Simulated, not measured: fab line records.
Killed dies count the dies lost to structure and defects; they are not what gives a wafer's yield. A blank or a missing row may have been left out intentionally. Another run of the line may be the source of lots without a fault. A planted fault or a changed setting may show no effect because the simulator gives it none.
Problem report, 8D (eight disciplines) form, completed by code + flow sfq-line + the parts of the form that need people (team, actions taken, sign-off) are left out

## 1. WHAT IS WRONG
At SFQ_TRILAYER_I2_METRO_MEASURE_065, thk-nm averages 507.8 nm over 6 wafers from 2 lots, while fault-free wafers read 199.7 nm, standard deviation 1.3. So: +99 or more standard deviations from the usual mean.
Seen first at day 26 07:58 on film-metro-04, wafer L731.2. Wafers with a number at this step in the record: 42, from 14 lots. Rule for "out", or "out of limits": more than 4 standard deviations from the usual mean. The other wafers with a number count as sound.

## 2. WHAT THIS IS AND IS NOT
| question                    | is                     | is not                                                                                 |
|-----------------------------|------------------------|----------------------------------------------------------------------------------------|
| which readings at this step | thk-nm                 | -                                                                                      |
| which lots                  | L731, L732             | L719, L721, L722, L725, L726, L727, L728, L729, L734, L739, L740, L741                 |
| which wafers of those lots  | all that have a number | -                                                                                      |
| read on which tools         | film-metro-04          | film-metro-01, film-metro-03                                                           |
| when                        | from day 26 07:58      | up to then (24 sound wafers); but 12 sound wafers of L734, L739, L740, L741 came after |

## 3. SUSPECTS, AND WHAT RULES EACH OUT
Counting: a tool stays on the suspect list if, at a process step up to the reading, it processed all lots that are out and no sound lot following the first of them.
- cmp-01 at SFQ_TRILAYER_I2_CMP_CMP_064 (polishes SiO2): ruled out as a lasting fault. Sound lots L734, L739 ran on it after its first lot that is out, L731 (day 26 04:39).
- film-metro-04 at SFQ_TRILAYER_I2_METRO_MEASURE_065: ruled out as a lasting fault. Sound lots L734 ran on it after its first lot that is out, L731 (day 26 07:58).
Left after counting: nothing in the record.

## 4. THE CAUSE (what the simulator had put in)
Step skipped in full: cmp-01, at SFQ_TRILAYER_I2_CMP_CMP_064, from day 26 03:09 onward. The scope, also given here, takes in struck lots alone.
It was ruled out by counting, in error; the rule expects a fault to strike all lots run on its tool from its start on, and this fault did not.

## 5. SEQUENCE OF EFFECTS, ordered by route
Each row: a reading where the mean over the struck wafers with a number is more than 3 standard deviations away from the usual. Only readings whose record carries a usual standard deviation are examined. hours: median over the lots of the time between each lot's start at the first step of this table that gives one and its start at this step. sigmas: the change, counted in usual standard deviations.
| hours | step                                  | reading        | usual      | on struck wafers | change | sigmas      |
|-------|---------------------------------------|----------------|------------|------------------|--------|-------------|
| 0     | SFQ_TRILAYER_I2_METRO_MEASURE_065     | thk-nm         | 199.7 nm   | 507.8            | +308.1 | +99 or more |
| 74    | SFQ_TRILAYER_I2_VIA_ETCH_VIA_ETCH_070 | oes-product-au | 0.854 a.u. | 1.620            | +0.766 | +99 or more |
Process steps it contains:
- SFQ_TRILAYER_I2_METRO_MEASURE_065
- SFQ_TRILAYER_I2_VIA_ETCH_VIA_ETCH_070: etches SiO2 in CHF3, stops on Nb, target depth 260 nm.
Readings that are blank on the struck wafers while sound wafers have them: edge-zone-pressure-frac at SFQ_TRILAYER_I2_CMP_CMP_064; head-pressure-psi at SFQ_TRILAYER_I2_CMP_CMP_064; motor-current-A at SFQ_TRILAYER_I2_CMP_CMP_064; time-to-endpoint-s at SFQ_TRILAYER_I2_CMP_CMP_064.

## 6. HOW IT WOULD HAVE BEEN CAUGHT EARLIER
In this record the first reading out of limits was taken at day 26 07:58, 5 hours after the fault began at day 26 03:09.
At SFQ_TRILAYER_I2_CMP_CMP_064 the tool's readings are blank on the struck wafers, where sound wafers have them: an empty tool record is the first sign, and it was there at once.
